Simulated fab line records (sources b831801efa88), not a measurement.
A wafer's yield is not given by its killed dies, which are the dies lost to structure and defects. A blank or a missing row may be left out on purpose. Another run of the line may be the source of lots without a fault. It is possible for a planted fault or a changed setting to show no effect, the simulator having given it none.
What tool caused it? :: flow sky130 :: 12 lots, 36 wafers sampled, at 3 steps of a route of 708

== WHAT EACH GAUGE READ, for each wafer ==
SKY_CAP2M_THK_MEAS_04: measures by xrf. Usual: for CAP2M_TIN_THK the level is 205.8 nm and the standard deviation is 2.4.
lot: L582
measured: day 40 03:31
on: film-metro-02
CAP2M_TIN_THK (nm): 204.7 203.7 204.6
flag: 

lot: L584
measured: day 40 21:37
on: film-metro-02
CAP2M_TIN_THK (nm): 205.3 204.3 205.2
flag: 

lot: L585
measured: day 41 03:11
on: film-metro-02
CAP2M_TIN_THK (nm): 206.7 203.4 202.9
flag: 

lot: L586
measured: day 41 15:59
on: film-metro-01
CAP2M_TIN_THK (nm): 203.7 207.8 206.5
flag: 

lot: L588
measured: day 42 11:56
on: film-metro-01
CAP2M_TIN_THK (nm): 207.1 207.4 206.8
flag: 

lot: L589
measured: day 42 12:26
on: film-metro-02
CAP2M_TIN_THK (nm): 205.1 203.6 202.1
flag: 

lot: L590
measured: day 42 20:40
on: film-metro-03
CAP2M_TIN_THK (nm): 208.3 205.2 207.7
flag: 

lot: L591
measured: day 43 00:16
on: film-metro-03
CAP2M_TIN_THK (nm): 209.3 210.4 208.9
flag: 

lot: L593
measured: day 43 18:56
on: film-metro-03
CAP2M_TIN_THK (nm): 209.8 208.2 210.5
flag: 

lot: L595
measured: day 44 04:36
on: film-metro-02
CAP2M_TIN_THK (nm): 206.0 204.5 204.4
flag: 

lot: L596
measured: day 44 06:13
on: film-metro-02
CAP2M_TIN_THK (nm): 207.5 207.2 205.5
flag: 

lot: L600
measured: day 45 03:02
on: film-metro-03
CAP2M_TIN_THK (nm): 200.3 198.7 200.4
flag: 

== WHAT TOOL EACH LOT RAN ON (gives the tool, then ch and the chambers of the sampled wafers, and finally the start) ==
lot: L582
SKY_METAL2_SPUTTER_04: pvd-sputter-03, day 34 11:43
SKY_CAP2M_SPUTTER_02: pvd-sputter-01, day 40 03:17

lot: L584
SKY_METAL2_SPUTTER_04: pvd-sputter-03, day 35 06:30
SKY_CAP2M_SPUTTER_02: pvd-sputter-01, day 40 21:24

lot: L585
SKY_METAL2_SPUTTER_04: pvd-sputter-03, day 35 13:36
SKY_CAP2M_SPUTTER_02: pvd-sputter-04, day 41 02:59

lot: L586
SKY_METAL2_SPUTTER_04: pvd-sputter-02, day 36 03:31
SKY_CAP2M_SPUTTER_02: pvd-sputter-01, day 41 15:44

lot: L588
SKY_METAL2_SPUTTER_04: pvd-sputter-01, day 37 00:58
SKY_CAP2M_SPUTTER_02: pvd-sputter-03, day 42 11:41

lot: L589
SKY_METAL2_SPUTTER_04: pvd-sputter-02, day 37 01:07
SKY_CAP2M_SPUTTER_02: pvd-sputter-03, day 42 12:11

lot: L590
SKY_METAL2_SPUTTER_04: pvd-sputter-03, day 37 11:27
SKY_CAP2M_SPUTTER_02: pvd-sputter-03, day 42 20:25

lot: L591
SKY_METAL2_SPUTTER_04: pvd-sputter-01, day 37 13:48
SKY_CAP2M_SPUTTER_02: pvd-sputter-04, day 43 00:01

lot: L593
SKY_METAL2_SPUTTER_04: pvd-sputter-02, day 38 11:50
SKY_CAP2M_SPUTTER_02: pvd-sputter-01, day 43 18:41

lot: L595
SKY_METAL2_SPUTTER_04: pvd-sputter-02, day 38 22:38
SKY_CAP2M_SPUTTER_02: pvd-sputter-04, day 44 04:23

lot: L596
SKY_METAL2_SPUTTER_04: pvd-sputter-02, day 39 01:04
SKY_CAP2M_SPUTTER_02: pvd-sputter-01, day 44 05:58

lot: L600
SKY_METAL2_SPUTTER_04: pvd-sputter-03, day 40 01:08
SKY_CAP2M_SPUTTER_02: pvd-sputter-03, day 45 02:48
- SKY_METAL2_SPUTTER_04: material TiN, target thk 70 nm, time 58.3 s.
- SKY_CAP2M_SPUTTER_02: material TiN, target thk 200 nm, time 166.7 s.

== WHAT THE TOOLS THEMSELVES READ (means of the sampled wafers that have a number; where no wafer has one, the mark that the record gives instead) ==
SKY_METAL2_SPUTTER_04. Usual: 30.3 % for throttle-valve-pct, sd 0.76.
lot: L582
tool: pvd-sputter-03
throttle-valve-pct (%): 30.6
flag: 

lot: L584
tool: pvd-sputter-03
throttle-valve-pct (%): 31.4
flag: 

lot: L585
tool: pvd-sputter-03
throttle-valve-pct (%): 30.7
flag: 

lot: L586
tool: pvd-sputter-02
throttle-valve-pct (%): 29.4
flag: 

lot: L588
tool: pvd-sputter-01
throttle-valve-pct (%): 30.0
flag: 

lot: L589
tool: pvd-sputter-02
throttle-valve-pct (%): 29.8
flag: 

lot: L590
tool: pvd-sputter-03
throttle-valve-pct (%): 31.0
flag: 

lot: L591
tool: pvd-sputter-01
throttle-valve-pct (%): 29.8
flag: 

lot: L593
tool: pvd-sputter-02
throttle-valve-pct (%): 29.4
flag: 

lot: L595
tool: pvd-sputter-02
throttle-valve-pct (%): 30.0
flag: 

lot: L596
tool: pvd-sputter-02
throttle-valve-pct (%): 30.0
flag: 

lot: L600
tool: pvd-sputter-03
throttle-valve-pct (%): 31.1
flag: 

SKY_CAP2M_SPUTTER_02. Usual: substrate-temp-c 300.00 C, standard deviation 0.19; throttle-valve-pct 30.2 %, standard deviation 0.8.
lot: L582
tool: pvd-sputter-01
substrate-temp-c (C): 299.97
throttle-valve-pct (%): 30.3
flag: 

lot: L584
tool: pvd-sputter-01
substrate-temp-c (C): 300.13
throttle-valve-pct (%): 30.3
flag: 

lot: L585
tool: pvd-sputter-04
substrate-temp-c (C): 299.89
throttle-valve-pct (%): 29.6
flag: 

lot: L586
tool: pvd-sputter-01
substrate-temp-c (C): 299.92
throttle-valve-pct (%): 30.5
flag: 

lot: L588
tool: pvd-sputter-03
substrate-temp-c (C): 299.94
throttle-valve-pct (%): 30.7
flag: 

lot: L589
tool: pvd-sputter-03
substrate-temp-c (C): 299.89
throttle-valve-pct (%): 30.9
flag: 

lot: L590
tool: pvd-sputter-03
substrate-temp-c (C): 299.99
throttle-valve-pct (%): 31.0
flag: 

lot: L591
tool: pvd-sputter-04
substrate-temp-c (C): 300.01
throttle-valve-pct (%): 29.4
flag: 

lot: L593
tool: pvd-sputter-01
substrate-temp-c (C): 300.07
throttle-valve-pct (%): 30.3
flag: 

lot: L595
tool: pvd-sputter-04
substrate-temp-c (C): 299.87
throttle-valve-pct (%): 29.6
flag: 

lot: L596
tool: pvd-sputter-01
substrate-temp-c (C): 299.99
throttle-valve-pct (%): 30.2
flag: 

lot: L600
tool: pvd-sputter-03
substrate-temp-c (C): 300.00
throttle-valve-pct (%): 30.3
flag: 

== THE ANSWER, worked out from the rows above alone ==
Rule: a lot is off if the mean of its wafers that have a number lies more than 3 standard deviations from the usual mean. Also off: a lot with no number at a reading for which 4 or more lots have one. Any other lot the step has rows for is counted as sound. First the gauges in route order, then the tools' own readings, where a lot's mean is used as printed above. The first step at which some lot is off is used, and at that step the reading that is off furthest; a lot without a number counts as furthest.
None of the lots is off at any reading shown; this tells nothing.

== WHAT HAD BEEN PUT IN BY THE SIMULATOR ==
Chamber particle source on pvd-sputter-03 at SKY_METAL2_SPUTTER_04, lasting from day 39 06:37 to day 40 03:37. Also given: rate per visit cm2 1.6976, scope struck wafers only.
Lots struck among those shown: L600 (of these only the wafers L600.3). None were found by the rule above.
